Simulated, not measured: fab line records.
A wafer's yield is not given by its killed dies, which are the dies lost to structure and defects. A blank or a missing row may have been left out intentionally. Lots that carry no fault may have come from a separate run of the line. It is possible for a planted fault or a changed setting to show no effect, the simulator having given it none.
Which tool is to blame? + flow sky130 + Sampling: 11 lots, 33 wafers, 3 of 708 route steps

WHAT THE GAUGES READ, wafer by wafer
SKY_LDD_P_CD_MEAS_07: target cd 380 nm.
| lot  | measured     | on        | cd nm (nm)        |
|------|--------------|-----------|-------------------|
| L350 | day 19 06:14 | cd sem-02 | 379.9 378.8 381.7 |
| L351 | day 19 14:35 | cd sem-02 | 380.8 378.5 379.4 |
| L352 | day 20 12:25 | cd sem-02 | 378.5 379.3 380.5 |
| L354 | day 21 01:49 | cd sem-01 | 376.0 379.0 378.1 |
| L353 | day 21 02:27 | cd sem-01 | 377.8 378.4 380.2 |
| L357 | day 22 02:46 | cd sem-02 | 381.3 382.7 381.8 |
| L365 | day 24 18:34 | cd sem-02 | 377.6 379.4 378.3 |
| L366 | day 25 21:34 | cd sem-02 | 380.4 380.1 381.2 |
| L369 | day 26 03:34 | cd sem-01 | 385.5 383.9 385.5 |
| L370 | day 26 08:29 | cd sem-02 | 381.0 379.8 378.4 |
| L372 | day 27 03:19 | cd sem-01 | 387.7 382.5 382.2 |

SKY_LDD_HVP_OVL_MEAS_07.
| lot  | measured     | on         | LDD_HVP_OVL (nm) |
|------|--------------|------------|------------------|
| L350 | day 21 19:56 | overlay-02 | 2.5 2.1 0.6      |
| L351 | day 22 03:59 | overlay-02 | 0.7 0.3 2.2      |
| L352 | day 23 01:56 | overlay-01 | 2.2 1.1 1.9      |
| L354 | day 23 14:53 | overlay-01 | 0.9 0.5 -0.2     |
| L353 | day 23 15:47 | overlay-01 | 1.9 2.5 1.6      |
| L357 | day 24 16:01 | overlay-02 | 1.0 2.5 0.7      |
| L365 | day 27 05:56 | overlay-01 | 0.2 0.6 -0.5     |
| L366 | day 28 07:08 | overlay-01 | -0.1 -0.7 -2.2   |
| L369 | day 28 12:35 | overlay-01 | -1.7 -1.2 0.9    |
| L370 | day 28 17:31 | overlay-02 | -1.4 0.0 0.4     |
| L372 | day 29 12:19 | overlay-01 | 1.0 -0.3 -2.4    |

SKY_LI_CONTACT_RS_MEAS_22: measures by four-point-probe.
| lot  | measured     | on            | LI_CONTACT_W_RS (ohm/sq) |
|------|--------------|---------------|--------------------------|
| L350 | day 29 08:45 | film metro-02 | 0.283 0.284 0.281        |
| L351 | day 29 16:34 | film metro-02 | 0.286 0.282 0.285        |
| L352 | day 30 11:43 | film metro-02 | 0.281 0.283 0.283        |
| L354 | day 30 23:00 | film metro-01 | 0.288 0.289 0.288        |
| L353 | day 31 00:57 | film metro-03 | 0.287 0.288 0.285        |
| L357 | day 32 03:21 | film metro-01 | 0.289 0.292 0.291        |
| L365 | day 34 09:04 | film metro-02 | 0.277 0.281 0.279        |
| L366 | day 35 07:37 | film metro-03 | 0.283 0.286 0.283        |
| L369 | day 35 15:34 | film metro-02 | 0.290 0.289 0.290        |
| L370 | day 35 22:32 | film metro-03 | 0.280 0.283 0.283        |
| L372 | day 36 10:30 | film metro-03 | 0.284 0.283 0.279        |

WHICH TOOL RAN EACH LOT (tool, then ch and the chambers of the sampled wafers, then the start)
There is no process step in the record ahead of these readings.

WHAT THE TOOLS THEMSELVES READ (means of the sampled wafers that have a number; where no wafer has one, the mark that the record gives instead)
The record holds no such reading with a usual standard deviation.

THE ANSWER, worked out from the rows above alone
Rule: usual is defined by the lots themselves. Put in order of their means at a reading, lots are off if they are a third of the lots or fewer, leave a main group of 4 or more, and stand apart from it by a gap of 3 or more times the standard deviation of the main group's means; of several such gaps the widest counts. A main group is skipped when, at the precision printed for the reading in the tables above, its means are all equal. Also off: a lot with no number at a reading for which 4 or more lots have one. All remaining lots with rows at the step are treated as sound. Order of review: gauges by route order, followed by the tools' own readings, for which a lot's mean as printed above is used. The first step at which some lot is off is used, and at that step the reading that is off furthest; a lot without a number counts as furthest.
None of the lots is off at any reading shown; this tells nothing.

WHAT HAD BEEN PUT IN BY THE SIMULATOR
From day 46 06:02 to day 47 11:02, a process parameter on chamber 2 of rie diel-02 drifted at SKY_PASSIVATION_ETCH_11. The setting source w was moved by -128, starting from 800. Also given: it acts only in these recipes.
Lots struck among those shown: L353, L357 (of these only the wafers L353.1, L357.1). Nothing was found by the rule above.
